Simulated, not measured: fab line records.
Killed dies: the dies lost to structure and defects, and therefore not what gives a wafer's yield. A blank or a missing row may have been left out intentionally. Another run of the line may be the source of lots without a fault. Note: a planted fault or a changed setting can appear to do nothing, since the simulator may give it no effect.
Which tool is to blame? / flow gf180mcu / 30 wafers from 10 lots sampled at 6 of the route's 602 steps

## WHAT THE GAUGES SHOWED, per wafer
GF_V4_THK_MEAS_03.
lot=L444; measured=day 23 11:56; on=film_metro-03; V4_CVD_02_THK (nm)=843 841 851
lot=L445; measured=day 24 05:07; on=film_metro-03; V4_CVD_02_THK (nm)=848 850 857
lot=L448; measured=day 25 08:20; on=film_metro-02; V4_CVD_02_THK (nm)=839 837 849
lot=L449; measured=day 25 18:23; on=film_metro-02; V4_CVD_02_THK (nm)=851 864 844
lot=L458; measured=day 28 15:01; on=film_metro-04; V4_CVD_02_THK (nm)=847 864 859
lot=L459; measured=day 28 17:45; on=film_metro-02; V4_CVD_02_THK (nm)=841 845 852
lot=L461; measured=day 29 05:38; on=film_metro-02; V4_CVD_02_THK (nm)=837 852 846
lot=L462; measured=day 29 14:02; on=film_metro-03; V4_CVD_02_THK (nm)=854 854 861
lot=L463; measured=day 29 16:23; on=film_metro-02; V4_CVD_02_THK (nm)=843 864 852
lot=L464; measured=day 30 05:14; on=film_metro-02; V4_CVD_02_THK (nm)=855 853 857

GF_V4_BOW_MEAS_05.
lot=L444; measured=day 23 16:19; on=film_metro-04; V4_BOW (um)=138 142 138
lot=L445; measured=day 24 05:31; on=film_metro-04; V4_BOW (um)=128 118 121
lot=L448; measured=day 25 08:43; on=film_metro-02; V4_BOW (um)=121 136 125
lot=L449; measured=day 25 18:47; on=film_metro-04; V4_BOW (um)=122 142 138
lot=L458; measured=day 28 15:29; on=film_metro-02; V4_BOW (um)=122 139 123
lot=L459; measured=day 28 18:08; on=film_metro-04; V4_BOW (um)=139 122 131
lot=L461; measured=day 29 06:00; on=film_metro-02; V4_BOW (um)=122 135 127
lot=L462; measured=day 29 14:49; on=film_metro-04; V4_BOW (um)=142 145 146
lot=L463; measured=day 29 16:46; on=film_metro-02; V4_BOW (um)=125 133 136
lot=L464; measured=day 30 05:37; on=film_metro-03; V4_BOW (um)=122 125 127

GF_MIM_RS_MEAS_10: uses a four-point probe to measure.
lot=L444; measured=day 24 15:54; on=film_metro-02; MIM_ALCU_RS (ohm/sq)=0.1603 0.1604 0.1581
lot=L445; measured=day 25 05:53; on=film_metro-01; MIM_ALCU_RS (ohm/sq)=0.1580 0.1588 0.1573
lot=L448; measured=day 26 07:13; on=film_metro-03; MIM_ALCU_RS (ohm/sq)=0.2272 0.2208 0.2207 0.2269 0.2213 0.2204
lot=L449; measured=day 26 17:25; on=film_metro-01; MIM_ALCU_RS (ohm/sq)=0.2292 0.2258 0.2315 0.2296 0.2257 0.2312
lot=L458; measured=day 29 13:20; on=film_metro-03; MIM_ALCU_RS (ohm/sq)=0.1582 0.1578 0.1578
lot=L459; measured=day 29 14:40; on=film_metro-03; MIM_ALCU_RS (ohm/sq)=0.1631 0.1608 0.1606
lot=L461; measured=day 30 03:08; on=film_metro-02; MIM_ALCU_RS (ohm/sq)=0.1588 0.1607 0.1614
lot=L462; measured=day 30 12:17; on=film_metro-03; MIM_ALCU_RS (ohm/sq)=0.1567 0.1595 0.1592
lot=L463; measured=day 30 13:37; on=film_metro-03; MIM_ALCU_RS (ohm/sq)=0.1584 0.1604 0.1588
lot=L464; measured=day 31 01:34; on=film_metro-02; MIM_ALCU_RS (ohm/sq)=0.1605 0.1595 0.1601

GF_MIM_THK_MEAS_11: measures by xrf.
lot=L444; measured=day 24 16:01; on=film_metro-02; MIM_ALCU_THK (nm)=192 192 195
lot=L445; measured=day 25 06:01; on=film_metro-01; MIM_ALCU_THK (nm)=198 198 199
lot=L448; measured=day 26 10:20; on=film_metro-03; MIM_ALCU_THK (nm)=140 145 145 140 144 145
lot=L449; measured=day 26 20:20; on=film_metro-01; MIM_ALCU_THK (nm)=138 142 138 138 140 138
lot=L458; measured=day 29 13:27; on=film_metro-03; MIM_ALCU_THK (nm)=200 200 202
lot=L459; measured=day 29 14:46; on=film_metro-03; MIM_ALCU_THK (nm)=195 197 197
lot=L461; measured=day 30 03:16; on=film_metro-02; MIM_ALCU_THK (nm)=195 191 191
lot=L462; measured=day 30 12:23; on=film_metro-03; MIM_ALCU_THK (nm)=202 198 199
lot=L463; measured=day 30 13:43; on=film_metro-03; MIM_ALCU_THK (nm)=199 198 198
lot=L464; measured=day 31 01:41; on=film_metro-02; MIM_ALCU_THK (nm)=192 194 192

## WHAT TOOL EACH LOT RAN ON (gives the tool, then ch and the chambers of the sampled wafers, and finally the start)
lot=L444; GF_MIM_SPUTTER_08=pvd_sputter-04, day 24 15:49; GF_MIM_SPUTTER_09=pvd_sputter-04, day 24 15:51
lot=L445; GF_MIM_SPUTTER_08=pvd_sputter-04, day 25 05:50; GF_MIM_SPUTTER_09=pvd_sputter-04, day 25 05:52
lot=L448; GF_MIM_SPUTTER_08=pvd_sputter-04, day 26 07:10; GF_MIM_SPUTTER_09=pvd_sputter-04, day 26 07:11
lot=L449; GF_MIM_SPUTTER_08=pvd_sputter-04, day 26 17:18; GF_MIM_SPUTTER_09=pvd_sputter-04, day 26 17:19
lot=L458; GF_MIM_SPUTTER_08=pvd_sputter-01, day 29 13:17; GF_MIM_SPUTTER_09=pvd_sputter-01, day 29 13:18
lot=L459; GF_MIM_SPUTTER_08=pvd_sputter-04, day 29 14:34; GF_MIM_SPUTTER_09=pvd_sputter-04, day 29 14:35
lot=L461; GF_MIM_SPUTTER_08=pvd_sputter-04, day 30 03:05; GF_MIM_SPUTTER_09=pvd_sputter-04, day 30 03:06
lot=L462; GF_MIM_SPUTTER_08=pvd_sputter-04, day 30 12:12; GF_MIM_SPUTTER_09=pvd_sputter-04, day 30 12:13
lot=L463; GF_MIM_SPUTTER_08=pvd_sputter-04, day 30 13:31; GF_MIM_SPUTTER_09=pvd_sputter-04, day 30 13:32
lot=L464; GF_MIM_SPUTTER_08=pvd_sputter-01, day 31 01:29; GF_MIM_SPUTTER_09=pvd_sputter-01, day 31 01:31
- GF_MIM_SPUTTER_08: material AlCu, target thk 200 nm, time 10.6 s.
- GF_MIM_SPUTTER_09: material TiN, target thk 35 nm, time 30.05 s.

## WHAT THE TOOLS THEMSELVES READ (means of the sampled wafers that have a number; where no wafer has one, the mark that the record gives instead)
GF_MIM_SPUTTER_08.
lot=L444; tool=pvd_sputter-04; throttle_valve_pct (%)=29.7
lot=L445; tool=pvd_sputter-04; throttle_valve_pct (%)=30.7
lot=L448; tool=pvd_sputter-04; throttle_valve_pct (%)=28.8
lot=L449; tool=pvd_sputter-04; throttle_valve_pct (%)=30.2
lot=L458; tool=pvd_sputter-01; throttle_valve_pct (%)=29.7
lot=L459; tool=pvd_sputter-04; throttle_valve_pct (%)=29.4
lot=L461; tool=pvd_sputter-04; throttle_valve_pct (%)=29.7
lot=L462; tool=pvd_sputter-04; throttle_valve_pct (%)=30.1
lot=L463; tool=pvd_sputter-04; throttle_valve_pct (%)=30.1
lot=L464; tool=pvd_sputter-01; throttle_valve_pct (%)=29.5

GF_MIM_SPUTTER_09.
lot=L444; tool=pvd_sputter-04; throttle_valve_pct (%)=29.8
lot=L445; tool=pvd_sputter-04; throttle_valve_pct (%)=30.5
lot=L448; tool=pvd_sputter-04; throttle_valve_pct (%)=28.9
lot=L449; tool=pvd_sputter-04; throttle_valve_pct (%)=30.2
lot=L458; tool=pvd_sputter-01; throttle_valve_pct (%)=29.8
lot=L459; tool=pvd_sputter-04; throttle_valve_pct (%)=29.2
lot=L461; tool=pvd_sputter-04; throttle_valve_pct (%)=29.8
lot=L462; tool=pvd_sputter-04; throttle_valve_pct (%)=30.3
lot=L463; tool=pvd_sputter-04; throttle_valve_pct (%)=30.1
lot=L464; tool=pvd_sputter-01; throttle_valve_pct (%)=29.4

## THE ANSWER, worked out from the rows above alone
Rule: the lots themselves supply what counts as usual. Put in order of their means at a reading, lots are off if they are a third of the lots or fewer, leave a main group of 4 or more, and stand apart from it by a gap of 3 or more times the standard deviation of the main group's means; of several such gaps the widest counts. A main group is skipped when, at the precision printed for the reading in the tables above, its means are all equal. Also off: a lot with no number at a reading for which 4 or more lots have one. The other lots that the step has rows for count as sound. First the gauges in route order, then the tools' own readings, where a lot's mean is used as printed above. At the first step where some lot is off, the reading lying furthest off is the one used; lots without a number count as furthest.
Off: L448, L449, at GF_MIM_RS_MEAS_10 (MIM_ALCU_RS). For the main group the mean is 0.1594 ohm/sq and the standard deviation 0.0012.
A tool fits if, at a process step before that reading, it ran every lot that is off, and no sound lot after the first of them. The gauges at GF_MIM_RS_MEAS_10 are tried like those tools. No candidate that was tried fits.

## WHAT THE SIMULATOR HAD PUT IN
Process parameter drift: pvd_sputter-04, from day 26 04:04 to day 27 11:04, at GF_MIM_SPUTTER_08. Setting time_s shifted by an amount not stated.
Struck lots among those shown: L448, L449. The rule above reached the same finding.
